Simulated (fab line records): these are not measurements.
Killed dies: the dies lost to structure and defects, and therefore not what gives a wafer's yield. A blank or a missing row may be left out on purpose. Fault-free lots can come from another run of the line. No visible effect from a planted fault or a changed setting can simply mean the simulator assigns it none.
Which tool did it?	flow sfq_line	15 lots with 45 wafers sampled at 4 steps, on a route of 325 steps

== WHAT THE GAUGES SHOWED, per wafer ==
No reading from a measuring or inspecting step in the record can be judged against a usual standard deviation.

== WHAT TOOL EACH LOT RAN ON (gives the tool, then ch and the chambers of the sampled wafers, and finally the start) ==
lot	SFQ_TRILAYER_I3_DEP_PECVD_081	SFQ_TRILAYER_A5B_METRO_MEASURE_131	SFQ_TRILAYER_I6_VIA_LITHO_EXPOSE_170	SFQ_TRILAYER_I7_VIA_BARC_OPEN_VIA_ETCH_260
L597	pecvd-04 ch 0,1, day 28 22:11	film_metro-01, day 56 10:35	krf_scanner-02 ch 0, day 78 04:16	rie_diel-04 ch 0,1,2, day 82 07:53
L598	pecvd-03 ch 0,1, day 30 10:14	film_metro-04, day 56 12:11	krf_scanner-02 ch 0, day 78 07:04	rie_diel-02 ch 0,3, day 82 10:53
L599	pecvd-02 ch 1,2, day 32 15:25	film_metro-04, day 56 19:38	krf_scanner-02 ch 0, day 78 09:16	rie_diel-01 ch 0,2,3, day 82 13:55
L600	pecvd-03 ch 0,1, day 32 17:11	film_metro-04, day 56 22:53	krf_scanner-02 ch 0, day 78 10:16	rie_diel-04 ch 0,1,3, day 82 15:54
L601	pecvd-02 ch 0,2, day 32 17:49	film_metro-04, day 57 01:31	krf_scanner-02 ch 0, day 78 11:40	rie_diel-02 ch 1,2,3, day 82 18:54
L602	pecvd-03 ch 0,2, day 32 19:48	film_metro-04, day 57 07:38	krf_scanner-02 ch 0, day 78 14:04	rie_diel-04 ch 0,1,3, day 82 21:54
L603	pecvd-02 ch 0,1,2, day 34 19:49	film_metro-01, day 57 12:39	krf_scanner-01 ch 0, day 81 22:06	rie_diel-01 ch 0,1,3, day 86 16:44
L608	pecvd-03 ch 0,1, day 37 05:34	film_metro-01, day 58 06:38	krf_scanner-01, day 82 15:42	rie_diel-04 ch 2,3, day 87 04:35
L609	pecvd-03 ch 0,1,2, day 38 15:37	film_metro-03, day 59 11:32	krf_scanner-01, day 82 23:06	rie_diel-01 ch 2,3, day 87 10:20
L610	pecvd-02 ch 0,1, day 38 18:01	film_metro-01, day 59 16:49	krf_scanner-01, day 83 03:42	rie_diel-02 ch 0,2,3, day 87 13:56
L613	pecvd-03 ch 0,1,2, day 39 09:44	film_metro-01, day 60 08:13	krf_scanner-01 ch 0, day 84 02:18	rie_diel-01 ch 0,1,3, day 88 04:21
L614	pecvd-04 ch 0,1, day 39 11:41	film_metro-03, day 60 10:48	krf_scanner-01 ch 0, day 84 08:30	rie_diel-02 ch 0,1,2, day 88 07:56
L615	pecvd-03 ch 0,1, day 39 15:17	film_metro-04, day 60 11:37	krf_scanner-01 ch 0, day 84 11:06	rie_diel-01 ch 0,1, day 88 10:56
L617	pecvd-04 ch 0,1, day 40 01:47	film_metro-01, day 60 22:48	krf_scanner-01 ch 0, day 84 20:30	rie_diel-01 ch 0,1,3, day 89 02:58
L618	pecvd-02 ch 1,2, day 40 09:14	film_metro-01, day 61 01:48	krf_scanner-01 ch 0, day 84 22:54	rie_diel-04 ch 0,3, day 89 04:10
- SFQ_TRILAYER_I3_DEP_PECVD_081: deposits SiO2 from SiH4/N2O, time 111.11 s, target thk 500 nm.
- SFQ_TRILAYER_A5B_METRO_MEASURE_131
- SFQ_TRILAYER_I6_VIA_LITHO_EXPOSE_170: exposes mask I6, target cd 700 nm.
- SFQ_TRILAYER_I7_VIA_BARC_OPEN_VIA_ETCH_260: etches BARC in O2, target depth 125 nm, time 41.7 s.

== WHAT THE TOOLS THEMSELVES READ (means of the sampled wafers that have a number; where no wafer has one, the mark that the record gives instead) ==
SFQ_TRILAYER_I3_DEP_PECVD_081.
lot	tool	heater_power_w (W)	throttle_valve_pct (%)
L597	pecvd-04	75	24.6
L598	pecvd-03	105	25.8
L599	pecvd-02	69	27.8
L600	pecvd-03	101	26.7
L601	pecvd-02	67	26.8
L602	pecvd-03	106	26.9
L603	pecvd-02	70	27.5
L608	pecvd-03	100	25.8
L609	pecvd-03	101	26.0
L610	pecvd-02	69	28.4
L613	pecvd-03	103	26.2
L614	pecvd-04	80	25.0
L615	pecvd-03	112	26.6
L617	pecvd-04	76	25.0
L618	pecvd-02	65	26.9

SFQ_TRILAYER_A5B_METRO_MEASURE_131.
lot	tool	thk_nm (nm)
L597	film_metro-01	335
L598	film_metro-04	342
L599	film_metro-04	348
L600	film_metro-04	340
L601	film_metro-04	341
L602	film_metro-04	344
L603	film_metro-01	344
L608	film_metro-01	341
L609	film_metro-03	341
L610	film_metro-01	336
L613	film_metro-01	347
L614	film_metro-03	340
L615	film_metro-04	338
L617	film_metro-01	339
L618	film_metro-01	343

SFQ_TRILAYER_I6_VIA_LITHO_EXPOSE_170.
lot	tool	exposure_dose_mJ_cm2	focus_offset_nm (nm)
L597	krf_scanner-02	21.285	-0.5
L598	krf_scanner-02	21.295	0.4
L599	krf_scanner-02	21.328	0.3
L600	krf_scanner-02	21.284	0.3
L601	krf_scanner-02	21.289	0.5
L602	krf_scanner-02	21.306	-0.6
L603	krf_scanner-01	21.333	-0.4
L608	krf_scanner-01	-	-
L609	krf_scanner-01	-	-
L610	krf_scanner-01	-	-
L613	krf_scanner-01	21.310	0.1
L614	krf_scanner-01	21.299	-0.9
L615	krf_scanner-01	21.269	-0.1
L617	krf_scanner-01	21.321	0.1
L618	krf_scanner-01	21.292	-0.1

SFQ_TRILAYER_I7_VIA_BARC_OPEN_VIA_ETCH_260.
lot	tool	drypump_motor_current_A (A)	oes_product_au (a.u.)
L597	rie_diel-04	6.0	0.684
L598	rie_diel-02	5.2	0.684
L599	rie_diel-01	5.8	0.684
L600	rie_diel-04	5.8	0.686
L601	rie_diel-02	6.0	0.682
L602	rie_diel-04	5.8	0.684
L603	rie_diel-01	6.4	0.685
L608	rie_diel-04	5.9	0.687
L609	rie_diel-01	5.9	0.686
L610	rie_diel-02	5.8	0.684
L613	rie_diel-01	6.4	0.685
L614	rie_diel-02	5.8	0.681
L615	rie_diel-01	6.2	0.681
L617	rie_diel-01	6.4	0.690
L618	rie_diel-04	5.4	0.681

== THE ANSWER, worked out from the rows above alone ==
Rule: the usual values come from the lots themselves. The widest of any qualifying gaps counts: lots, ordered by their means at a reading, are off when they make up no more than a third of the lots, leave a main group of 4 or more, and stand apart from it by 3 or more times the standard deviation of that group's means. If all means in a main group match to the digits the tables above print for the reading, that group is not used. A lot without any number at a reading at which 4 lots or more have one is off too. All remaining lots with rows at the step are treated as sound. Order of review: gauges by route order, followed by the tools' own readings, for which a lot's mean as printed above is used. At the first step where some lot is off, the reading lying furthest off is the one used; lots without a number count as furthest.
Off: L608, L609, L610, at SFQ_TRILAYER_I6_VIA_LITHO_EXPOSE_170 (exposure_dose_mJ_cm2). Without a number there: L608, L609, L610. Main group: mean 21.301, sd 0.018.
If a tool, at that step or one of the process steps before it, ran each lot that is off and ran no sound lot following the first of them, it fits. No candidate that was tried fits.

== WHAT HAD BEEN PUT IN BY THE SIMULATOR ==
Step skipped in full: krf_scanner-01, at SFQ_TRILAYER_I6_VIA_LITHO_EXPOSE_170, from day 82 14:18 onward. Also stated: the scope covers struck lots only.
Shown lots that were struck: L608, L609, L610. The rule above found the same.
